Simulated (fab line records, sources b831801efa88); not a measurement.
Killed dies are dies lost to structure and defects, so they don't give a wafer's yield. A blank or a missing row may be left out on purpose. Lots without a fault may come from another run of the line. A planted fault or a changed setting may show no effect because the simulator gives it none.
A struck lot beside a sound one | flow gf180mcu | 14 steps out of a route of 602
Sound: wafers L652.1, L652.3, L652.4. Struck: wafers L655.3, L655.4, L655.6. The cause comes at the end.
At each step with rows: each side's tool, then ch and its chambers, then its first start. Under that, the readings that differ: sound wafers | struck wafers | difference of the means | sigmas: that difference in standard deviations of wafers without a fault.
alike: readings whose means differ by less than 2 such deviations, and words and numbers that are the same on both sides. not compared: withheld readings, readings that some wafer has no value for, bounds like >300 that may hide the same value, and numbers for which the record gives no deviation and whose values overlap.
The two part at a step that has a row with sigmas, a row that says differs or no value, or rows on one side only. Numbers that don't overlap but have no deviation are shown without sigmas and don't part them. A reading that every wafer of one side lacks parts them only if that side has two wafers or more.

first, 4 steps without rows for these wafers: GF_V3_SOFTBAKE_10 (time 60 s); GF_V3_EXPOSE_11 (exposes mask Via3, target cd 260 nm); GF_V3_PEB_12 (peb time 90 s); GF_V3_DEVELOP_13 (develop time 60 s).
GF_V3_CD_MEAS_14: target cd 260 nm.
  sound on cd_sem-02, day 24 16:47; struck on cd_sem-02, day 25 10:41
  alike: cd_nm
GF_V3_OVL_MEAS_15:
  sound on overlay-02, day 24 16:55; struck on overlay-02, day 25 10:47
  alike: V3_OVL
GF_V3_ETCH_16: etches BARC in N2/H2.
  sound on rie_diel-04 ch 1,3, day 24 16:56; struck on rie_diel-03 ch 1,3, day 25 10:48
  alike: drypump_motor_current_A, oes_product_au, throttle_valve_pct
GF_V3_ETCH_17: etches SiO2 in C4F8/O2/Ar, stops on TiN, target depth 635 nm.
  sound on rie_diel-04 ch 1,3; struck on rie_diel-03 ch 1,3
  alike: oes_product_au
GF_V3_STRIP_18: strips in O2/N2.
  sound on plasma_asher-03 ch 0,1, day 24 17:04; struck on plasma_asher-04 ch 0,1, day 25 10:58
  alike: drypump_motor_current_A, heater_power_w, oes_product_au, platen_temp_c
  not compared: rf_hours_counter_h
then, 2 steps without rows for these wafers: GF_V3_STRIP_19 (strips in post etch residue remover, time 1200 s); GF_V3_CLEAN_20 (cleans in DIW).
GF_V3_SPUTTER_21: material Ti, target thk 15 nm, time 80.02 s.
  sound on pvd_sputter-02, day 24 17:38; struck on pvd_sputter-01, day 25 11:28
  alike: cathode_dc_power_W, throttle_valve_pct
GF_V3_SPUTTER_22: material TiN, target thk 10 nm, time 40 s.
  sound on pvd_sputter-02, day 24 17:42; struck on pvd_sputter-01, day 25 11:32
  reading                                | sound                | struck               | difference | sigmas
  cathode_dc_power_W (W)                 | 3999.6 4000.0 3999.2 | 4402.0 4400.7 4400.6 | +401.5     | +99 or more
  model.TiN_of_V3_SPUTTER_22.thk_nm (nm) | 10.28 10.04 9.856    | 11.25 11.05 11.16    | +1.09      |
  alike: throttle_valve_pct
GF_V3_CVD_23: deposits W, target thk 350 nm, time 104.9 s.
  sound on cvd_w-01 ch 0,1, day 24 17:44; struck on cvd_w-01 ch 0,1, day 25 11:36
  alike: heater_power_w

WHERE THEY PART
Only at GF_V3_SPUTTER_22, within this record. Later steps at which nothing parts them and some readings are alike: GF_V3_CVD_23.

WHY: what the simulator had put in
Process parameter drift: pvd_sputter-01, from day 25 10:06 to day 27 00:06, at GF_V3_SPUTTER_22. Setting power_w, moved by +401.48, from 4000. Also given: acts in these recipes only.
